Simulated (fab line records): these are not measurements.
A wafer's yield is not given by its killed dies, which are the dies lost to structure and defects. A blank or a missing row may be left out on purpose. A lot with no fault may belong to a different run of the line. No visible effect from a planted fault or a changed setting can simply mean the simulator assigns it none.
The tool behind it: which one? | flow sky130 | route of 708 steps, sampled at 1 step: 14 lots, 40 wafers

== WHAT THE GAUGES READ, wafer by wafer ==
SKY_CONTACT_THK_MEAS_01. Usual: CONTACT_CVD_00_THK typically reads 74.4 nm, with standard deviation 1.
lot  | measured     | on            | CONTACT_CVD_00_THK (nm) | flag
L240 | day 32 07:23 | film metro-04 | 73.9 75.9 74.1          |
L246 | day 33 09:41 | film metro-04 | 73.8 72.9 73.2          |
L247 | day 34 05:01 | film metro-01 | 74.0 74.4 74.2          |
L248 | day 34 09:02 | film metro-04 | 73.0 75.2 74.3          |
L250 | day 34 21:26 | film metro-01 | 75.1 75.4 75.3          |
L252 | day 35 11:43 | film metro-03 | 73.0 74.3 74.4          |
L251 | day 35 14:56 | film metro-01 | 76.5                    |
L256 | day 36 11:16 | film metro-04 | 74.4 73.3 74.6          |
L257 | day 36 19:43 | film metro-03 | 74.9 76.4 74.9          |
L258 | day 36 21:13 | film metro-04 | 73.1 73.9 75.5          |
L259 | day 37 14:11 | film metro-04 | 75.6 76.4 73.9          |
L260 | day 37 19:48 | film metro-03 | 72.8 74.0 74.4          |
L261 | day 37 22:44 | film metro-03 | 75.0 75.6 76.1          |
L262 | day 38 13:17 | film metro-03 | 73.7 73.5 74.6          |

== TOOL THAT RAN EACH LOT (tool first, then ch and the chambers of the sampled wafers, then the start) ==
No process step before these readings appears in the record.

== WHAT THE TOOLS THEMSELVES READ (means of the sampled wafers that have a number; where no wafer has one, the mark that the record gives instead) ==
The record holds no such reading with a usual standard deviation.

== THE ANSWER, worked out from the rows above alone ==
Rule: a lot counts as off when the mean over its wafers that have a number is more than 3 standard deviations away from the usual mean. Also off: a lot with no number at a reading for which 4 or more lots have one. The other lots that the step has rows for count as sound. The gauges are gone through in route order, then the tools' own readings, and for those a lot's mean is taken as printed above. At the first step where some lot is off, the reading lying furthest off is the one used; lots without a number count as furthest.
Nothing can be told from this: no lot is off at any reading shown.

== WHAT THE SIMULATOR HAD PUT IN ==
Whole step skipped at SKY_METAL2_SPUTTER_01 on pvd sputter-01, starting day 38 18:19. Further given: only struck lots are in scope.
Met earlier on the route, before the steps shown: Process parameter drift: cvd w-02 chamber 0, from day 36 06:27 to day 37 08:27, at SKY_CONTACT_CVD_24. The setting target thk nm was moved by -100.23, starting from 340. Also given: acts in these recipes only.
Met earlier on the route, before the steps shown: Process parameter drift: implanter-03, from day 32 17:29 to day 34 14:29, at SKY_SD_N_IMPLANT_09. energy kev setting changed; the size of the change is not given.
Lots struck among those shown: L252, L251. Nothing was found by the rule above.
